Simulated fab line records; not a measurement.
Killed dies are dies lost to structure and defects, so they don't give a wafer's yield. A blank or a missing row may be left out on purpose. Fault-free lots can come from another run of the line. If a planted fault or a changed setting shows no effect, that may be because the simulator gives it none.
What tool caused it? :: flow sky130 :: Sampling: 15 lots, 45 wafers, 6 of 708 route steps

WHAT THE GAUGES SHOWED, per wafer
SKY_SD_P_OVL_MEAS_08.
lot: L690
measured: day 25 16:23
on: overlay-02
SD_P_OVL (nm): 1.5 1.1 1.9

lot: L691
measured: day 25 18:29
on: overlay-01
SD_P_OVL (nm): 0.4 -0.1 0.8

lot: L697
measured: day 28 19:47
on: overlay-01
SD_P_OVL (nm): 1.7 -0.4 0.5

lot: L699
measured: day 28 21:42
on: overlay-01
SD_P_OVL (nm): 0.0 0.5 0.3

lot: L700
measured: day 29 00:45
on: overlay-01
SD_P_OVL (nm): 0.2 1.5 -0.1

lot: L702
measured: day 29 15:30
on: overlay-01
SD_P_OVL (nm): 2.5 1.5 1.4

lot: L704
measured: day 30 08:05
on: overlay-01
SD_P_OVL (nm): 1.0 -0.2 -0.7

lot: L706
measured: day 30 19:32
on: overlay-02
SD_P_OVL (nm): 2.5 1.6 2.0

lot: L707
measured: day 31 02:36
on: overlay-01
SD_P_OVL (nm): -2.8 -1.3 -0.8

lot: L708
measured: day 31 19:50
on: overlay-01
SD_P_OVL (nm): 1.9 2.9 2.2

lot: L709
measured: day 31 22:14
on: overlay-02
SD_P_OVL (nm): 0.6 0.2 -0.9

lot: L710
measured: day 32 03:09
on: overlay-01
SD_P_OVL (nm): 0.9 -0.3 0.6

lot: L711
measured: day 32 10:50
on: overlay-01
SD_P_OVL (nm): -0.3 -2.4 -1.6

lot: L712
measured: day 32 18:14
on: overlay-02
SD_P_OVL (nm): 2.9 3.5 3.9

lot: L713
measured: day 33 01:15
on: overlay-02
SD_P_OVL (nm): 2.5 2.9 2.6

SKY_SD_N_CD_MEAS_07 targets a cd of 380 nm.
lot: L690
measured: day 28 00:58
on: cd-sem-01
cd-nm (nm): 383.2 381.3 382.0

lot: L691
measured: day 28 02:49
on: cd-sem-02
cd-nm (nm): 381.6 379.9 379.8

lot: L697
measured: day 31 02:46
on: cd-sem-01
cd-nm (nm): 462.6 461.1 463.0

lot: L699
measured: day 31 05:28
on: cd-sem-02
cd-nm (nm): 455.5 453.8 455.4

lot: L700
measured: day 31 08:36
on: cd-sem-02
cd-nm (nm): 457.9 460.3 457.1

lot: L702
measured: day 31 22:44
on: cd-sem-02
cd-nm (nm): 378.4 376.7 379.0

lot: L704
measured: day 32 15:05
on: cd-sem-02
cd-nm (nm): 380.5 382.0 380.0

lot: L706
measured: day 33 01:59
on: cd-sem-02
cd-nm (nm): 386.2 388.2 386.6

lot: L707
measured: day 33 08:01
on: cd-sem-02
cd-nm (nm): 378.4 382.6 381.5

lot: L708
measured: day 34 00:40
on: cd-sem-02
cd-nm (nm): 381.0 381.2 382.0

lot: L709
measured: day 34 02:56
on: cd-sem-02
cd-nm (nm): 378.2 376.3 377.6

lot: L710
measured: day 34 06:11
on: cd-sem-02
cd-nm (nm): 381.7 378.0 379.7

lot: L711
measured: day 34 16:04
on: cd-sem-02
cd-nm (nm): 376.5 379.0 376.5

lot: L712
measured: day 34 23:32
on: cd-sem-01
cd-nm (nm): 380.0 379.9 380.7

lot: L713
measured: day 35 06:01
on: cd-sem-01
cd-nm (nm): 382.8 379.2 381.4

SKY_LI_CONTACT_THK_MEAS_01.
lot: L690
measured: day 28 02:26
on: film-metro-04
LI_CONTACT_HDPCVD_THK (nm): 950 942 945

lot: L691
measured: day 28 04:26
on: film-metro-04
LI_CONTACT_HDPCVD_THK (nm): 935 944 930

lot: L697
measured: day 31 04:08
on: film-metro-04
LI_CONTACT_HDPCVD_THK (nm): 945 942 936

lot: L699
measured: day 31 06:47
on: film-metro-04
LI_CONTACT_HDPCVD_THK (nm): 921 933 925

lot: L700
measured: day 31 09:54
on: film-metro-01
LI_CONTACT_HDPCVD_THK (nm): 941 929 935

lot: L702
measured: day 32 00:03
on: film-metro-01
LI_CONTACT_HDPCVD_THK (nm): 941 933 935

lot: L704
measured: day 32 16:23
on: film-metro-04
LI_CONTACT_HDPCVD_THK (nm): 939 936 929

lot: L706
measured: day 33 03:19
on: film-metro-02
LI_CONTACT_HDPCVD_THK (nm): 944 936 949

lot: L707
measured: day 33 09:22
on: film-metro-01
LI_CONTACT_HDPCVD_THK (nm): 926 922 925

lot: L708
measured: day 34 01:59
on: film-metro-02
LI_CONTACT_HDPCVD_THK (nm): 927 915 926

lot: L709
measured: day 34 04:15
on: film-metro-01
LI_CONTACT_HDPCVD_THK (nm): 938 938 934

lot: L710
measured: day 34 07:29
on: film-metro-01
LI_CONTACT_HDPCVD_THK (nm): 924 915 904

lot: L711
measured: day 34 17:23
on: film-metro-01
LI_CONTACT_HDPCVD_THK (nm): 918 928 932

lot: L712
measured: day 35 00:51
on: film-metro-04
LI_CONTACT_HDPCVD_THK (nm): 912 920 925

lot: L713
measured: day 35 07:20
on: film-metro-04
LI_CONTACT_HDPCVD_THK (nm): 943 950 943

WHAT TOOL EACH LOT RAN ON (gives the tool, then ch and the chambers of the sampled wafers, and finally the start)
lot: L690
SKY_SD_P_STRIP_10: plasma-asher-03 ch 0,1, day 25 16:35
SKY_SD_N_COAT_02: litho-track-04 ch 0, day 27 10:25
SKY_SD_N_STRIP_11: plasma-asher-03 ch 0,1, day 28 01:34

lot: L691
SKY_SD_P_STRIP_10: plasma-asher-03 ch 0,1, day 25 18:40
SKY_SD_N_COAT_02: litho-track-03 ch 0, day 27 12:52
SKY_SD_N_STRIP_11: plasma-asher-02 ch 0,1, day 28 03:34

lot: L697
SKY_SD_P_STRIP_10: plasma-asher-03 ch 0,1, day 28 19:58
SKY_SD_N_COAT_02: litho-track-04 ch 0, day 30 12:28
SKY_SD_N_STRIP_11: plasma-asher-02 ch 0,1, day 31 03:13

lot: L699
SKY_SD_P_STRIP_10: plasma-asher-04 ch 0,1, day 28 22:04
SKY_SD_N_COAT_02: litho-track-04 ch 0, day 30 14:55
SKY_SD_N_STRIP_11: plasma-asher-04 ch 0,1, day 31 05:55

lot: L700
SKY_SD_P_STRIP_10: plasma-asher-03 ch 0,1, day 29 00:58
SKY_SD_N_COAT_02: litho-track-04 ch 0, day 30 18:52
SKY_SD_N_STRIP_11: plasma-asher-04 ch 0,1, day 31 09:03

lot: L702
SKY_SD_P_STRIP_10: plasma-asher-01 ch 0,1, day 29 15:41
SKY_SD_N_COAT_02: litho-track-03 ch 0, day 31 09:06
SKY_SD_N_STRIP_11: plasma-asher-02 ch 0,1, day 31 23:10

lot: L704
SKY_SD_P_STRIP_10: plasma-asher-01 ch 0,1, day 30 08:16
SKY_SD_N_COAT_02: litho-track-02 ch 0, day 32 01:56
SKY_SD_N_STRIP_11: plasma-asher-03 ch 0,1, day 32 15:31

lot: L706
SKY_SD_P_STRIP_10: plasma-asher-03 ch 0,1, day 30 19:43
SKY_SD_N_COAT_02: litho-track-03 ch 0, day 32 12:36
SKY_SD_N_STRIP_11: plasma-asher-03 ch 0,1, day 33 02:26

lot: L707
SKY_SD_P_STRIP_10: plasma-asher-03 ch 0,1, day 31 02:49
SKY_SD_N_COAT_02: litho-track-02 ch 0, day 32 19:07
SKY_SD_N_STRIP_11: plasma-asher-03 ch 0,1, day 33 08:28

lot: L708
SKY_SD_P_STRIP_10: plasma-asher-01 ch 0,1, day 31 20:01
SKY_SD_N_COAT_02: litho-track-02 ch 0, day 33 12:10
SKY_SD_N_STRIP_11: plasma-asher-03 ch 0,1, day 34 01:07

lot: L709
SKY_SD_P_STRIP_10: plasma-asher-01 ch 0,1, day 31 22:25
SKY_SD_N_COAT_02: litho-track-02 ch 0, day 33 13:41
SKY_SD_N_STRIP_11: plasma-asher-04 ch 0,1, day 34 03:23

lot: L710
SKY_SD_P_STRIP_10: plasma-asher-04 ch 0, day 32 03:20
SKY_SD_N_COAT_02: litho-track-03 ch 0, day 33 18:00
SKY_SD_N_STRIP_11: plasma-asher-02 ch 0, day 34 06:37

lot: L711
SKY_SD_P_STRIP_10: plasma-asher-03 ch 0,1, day 32 11:01
SKY_SD_N_COAT_02: litho-track-02 ch 0, day 34 02:19
SKY_SD_N_STRIP_11: plasma-asher-03 ch 0,1, day 34 16:31

lot: L712
SKY_SD_P_STRIP_10: plasma-asher-04 ch 0,1, day 32 19:37
SKY_SD_N_COAT_02: litho-track-04 ch 0, day 34 10:38
SKY_SD_N_STRIP_11: plasma-asher-03 ch 0,1, day 34 23:59

lot: L713
SKY_SD_P_STRIP_10: plasma-asher-03 ch 0,1, day 33 01:26
SKY_SD_N_COAT_02: litho-track-03 ch 0, day 34 17:07
SKY_SD_N_STRIP_11: plasma-asher-02 ch 0,1, day 35 06:28
- SKY_SD_P_STRIP_10: strips in O2/N2.
- SKY_SD_N_COAT_02: resist thk 1140 nm.
- SKY_SD_N_STRIP_11: strips in O2/N2.

WHAT THE TOOLS THEMSELVES READ (means of the sampled wafers that have a number; where no wafer has one, the mark that the record gives instead)
SKY_SD_P_STRIP_10.
lot: L690
tool: plasma-asher-03
chamber-pressure-mTorr (mTorr): 1499.4
drypump-motor-current-A (A): 6.5
oes-product-au (a.u.): 0.617
strip-time-to-endpoint-s (s): 17.47

lot: L691
tool: plasma-asher-03
chamber-pressure-mTorr (mTorr): 1499.9
drypump-motor-current-A (A): 6.5
oes-product-au (a.u.): 0.620
strip-time-to-endpoint-s (s): 17.42

lot: L697
tool: plasma-asher-03
chamber-pressure-mTorr (mTorr): 1500.3
drypump-motor-current-A (A): 6.5
oes-product-au (a.u.): 0.618
strip-time-to-endpoint-s (s): 17.41

lot: L699
tool: plasma-asher-04
chamber-pressure-mTorr (mTorr): 1499.4
drypump-motor-current-A (A): 5.4
oes-product-au (a.u.): 0.617
strip-time-to-endpoint-s (s): 17.43

lot: L700
tool: plasma-asher-03
chamber-pressure-mTorr (mTorr): 1499.8
drypump-motor-current-A (A): 6.4
oes-product-au (a.u.): 0.620
strip-time-to-endpoint-s (s): 17.45

lot: L702
tool: plasma-asher-01
chamber-pressure-mTorr (mTorr): 1499.8
drypump-motor-current-A (A): 5.5
oes-product-au (a.u.): 0.615
strip-time-to-endpoint-s (s): 17.43

lot: L704
tool: plasma-asher-01
chamber-pressure-mTorr (mTorr): 1500.7
drypump-motor-current-A (A): 5.5
oes-product-au (a.u.): 0.620
strip-time-to-endpoint-s (s): 17.40

lot: L706
tool: plasma-asher-03
chamber-pressure-mTorr (mTorr): 1499.8
drypump-motor-current-A (A): 6.5
oes-product-au (a.u.): 0.622
strip-time-to-endpoint-s (s): 17.47

lot: L707
tool: plasma-asher-03
chamber-pressure-mTorr (mTorr): 1499.9
drypump-motor-current-A (A): 6.5
oes-product-au (a.u.): 0.616
strip-time-to-endpoint-s (s): 17.46

lot: L708
tool: plasma-asher-01
chamber-pressure-mTorr (mTorr): 1500.7
drypump-motor-current-A (A): 6.0
oes-product-au (a.u.): 0.618
strip-time-to-endpoint-s (s): 17.39

lot: L709
tool: plasma-asher-01
chamber-pressure-mTorr (mTorr): 1500.4
drypump-motor-current-A (A): 5.5
oes-product-au (a.u.): 0.621
strip-time-to-endpoint-s (s): 17.42

lot: L710
tool: plasma-asher-04
chamber-pressure-mTorr (mTorr): 1500.4
drypump-motor-current-A (A): 5.5
oes-product-au (a.u.): 0.613
strip-time-to-endpoint-s (s): 17.43

lot: L711
tool: plasma-asher-03
chamber-pressure-mTorr (mTorr): 1499.6
drypump-motor-current-A (A): 6.4
oes-product-au (a.u.): 0.621
strip-time-to-endpoint-s (s): 17.40

lot: L712
tool: plasma-asher-04
chamber-pressure-mTorr (mTorr): 1499.1
drypump-motor-current-A (A): 5.5
oes-product-au (a.u.): 0.614
strip-time-to-endpoint-s (s): 17.43

lot: L713
tool: plasma-asher-03
chamber-pressure-mTorr (mTorr): 1500.6
drypump-motor-current-A (A): 6.5
oes-product-au (a.u.): 0.618
strip-time-to-endpoint-s (s): 17.49

SKY_SD_N_COAT_02.
lot: L690
tool: litho-track-04
exhaust-pa (Pa): 44.6

lot: L691
tool: litho-track-03
exhaust-pa (Pa): 45.2

lot: L697
tool: litho-track-04
exhaust-pa (Pa): 44.9

lot: L699
tool: litho-track-04
exhaust-pa (Pa): 44.9

lot: L700
tool: litho-track-04
exhaust-pa (Pa): 43.9

lot: L702
tool: litho-track-03
exhaust-pa (Pa): 44.7

lot: L704
tool: litho-track-02
exhaust-pa (Pa): 45.1

lot: L706
tool: litho-track-03
exhaust-pa (Pa): 44.9

lot: L707
tool: litho-track-02
exhaust-pa (Pa): 45.8

lot: L708
tool: litho-track-02
exhaust-pa (Pa): 44.0

lot: L709
tool: litho-track-02
exhaust-pa (Pa): 45.0

lot: L710
tool: litho-track-03
exhaust-pa (Pa): 44.1

lot: L711
tool: litho-track-02
exhaust-pa (Pa): 44.2

lot: L712
tool: litho-track-04
exhaust-pa (Pa): 45.5

lot: L713
tool: litho-track-03
exhaust-pa (Pa): 44.7

SKY_SD_N_STRIP_11.
lot: L690
tool: plasma-asher-03
chamber-pressure-mTorr (mTorr): 1500.7
drypump-motor-current-A (A): 6.5
oes-product-au (a.u.): 0.524
strip-time-to-endpoint-s (s): 22.53

lot: L691
tool: plasma-asher-02
chamber-pressure-mTorr (mTorr): 1500.2
drypump-motor-current-A (A): 6.1
oes-product-au (a.u.): 0.533
strip-time-to-endpoint-s (s): 22.61

lot: L697
tool: plasma-asher-02
chamber-pressure-mTorr (mTorr): 1500.3
drypump-motor-current-A (A): 6.1
oes-product-au (a.u.): 0.445
strip-time-to-endpoint-s (s): 15.89

lot: L699
tool: plasma-asher-04
chamber-pressure-mTorr (mTorr): 1500.7
drypump-motor-current-A (A): 5.4
oes-product-au (a.u.): 0.448
strip-time-to-endpoint-s (s): 15.83

lot: L700
tool: plasma-asher-04
chamber-pressure-mTorr (mTorr): 1500.1
drypump-motor-current-A (A): 5.5
oes-product-au (a.u.): 0.439
strip-time-to-endpoint-s (s): 15.86

lot: L702
tool: plasma-asher-02
chamber-pressure-mTorr (mTorr): 1499.6
drypump-motor-current-A (A): 6.1
oes-product-au (a.u.): 0.526
strip-time-to-endpoint-s (s): 22.61

lot: L704
tool: plasma-asher-03
chamber-pressure-mTorr (mTorr): 1500.4
drypump-motor-current-A (A): 6.4
oes-product-au (a.u.): 0.525
strip-time-to-endpoint-s (s): 22.61

lot: L706
tool: plasma-asher-03
chamber-pressure-mTorr (mTorr): 1498.1
drypump-motor-current-A (A): 6.5
oes-product-au (a.u.): 0.529
strip-time-to-endpoint-s (s): 22.54

lot: L707
tool: plasma-asher-03
chamber-pressure-mTorr (mTorr): 1500.6
drypump-motor-current-A (A): 6.4
oes-product-au (a.u.): 0.528
strip-time-to-endpoint-s (s): 22.51

lot: L708
tool: plasma-asher-03
chamber-pressure-mTorr (mTorr): 1500.4
drypump-motor-current-A (A): 6.4
oes-product-au (a.u.): 0.527
strip-time-to-endpoint-s (s): 22.53

lot: L709
tool: plasma-asher-04
chamber-pressure-mTorr (mTorr): 1500.1
drypump-motor-current-A (A): 5.4
oes-product-au (a.u.): 0.526
strip-time-to-endpoint-s (s): 22.58

lot: L710
tool: plasma-asher-02
chamber-pressure-mTorr (mTorr): 1498.6
drypump-motor-current-A (A): 6.2
oes-product-au (a.u.): 0.530
strip-time-to-endpoint-s (s): 22.56

lot: L711
tool: plasma-asher-03
chamber-pressure-mTorr (mTorr): 1500.2
drypump-motor-current-A (A): 6.4
oes-product-au (a.u.): 0.529
strip-time-to-endpoint-s (s): 22.50

lot: L712
tool: plasma-asher-03
chamber-pressure-mTorr (mTorr): 1500.3
drypump-motor-current-A (A): 6.4
oes-product-au (a.u.): 0.525
strip-time-to-endpoint-s (s): 22.45

lot: L713
tool: plasma-asher-02
chamber-pressure-mTorr (mTorr): 1501.1
drypump-motor-current-A (A): 6.1
oes-product-au (a.u.): 0.523
strip-time-to-endpoint-s (s): 22.57

THE ANSWER, worked out from the rows above alone
Rule: what is usual is taken from the lots themselves. The widest of any qualifying gaps counts: lots, ordered by their means at a reading, are off when they make up no more than a third of the lots, leave a main group of 4 or more, and stand apart from it by 3 or more times the standard deviation of that group's means. A main group is skipped when, at the precision printed for the reading in the tables above, its means are all equal. Also off: a lot with no number at a reading for which 4 or more lots have one. All remaining lots with rows at the step are treated as sound. After the gauges, taken in route order, come the tools' own readings; for these a lot's mean is taken, as printed above. The first step at which some lot is off is used, and at that step the reading that is off furthest; a lot without a number counts as furthest.
Off: L697, L699, L700 (SKY_SD_N_CD_MEAS_07, cd-nm). The main group: mean 380.5 nm, standard deviation 2.5.
If a tool, at a process step before that reading, ran all the lots that are off and no sound lot after the first of them, it fits. Not tried: the gauges at SKY_SD_N_CD_MEAS_07; whatever is off there is also off at SKY_SD_N_STRIP_11, on other tools, and gauge error can't account for it. Of those tried, none fits.

WHAT THE SIMULATOR PUT IN
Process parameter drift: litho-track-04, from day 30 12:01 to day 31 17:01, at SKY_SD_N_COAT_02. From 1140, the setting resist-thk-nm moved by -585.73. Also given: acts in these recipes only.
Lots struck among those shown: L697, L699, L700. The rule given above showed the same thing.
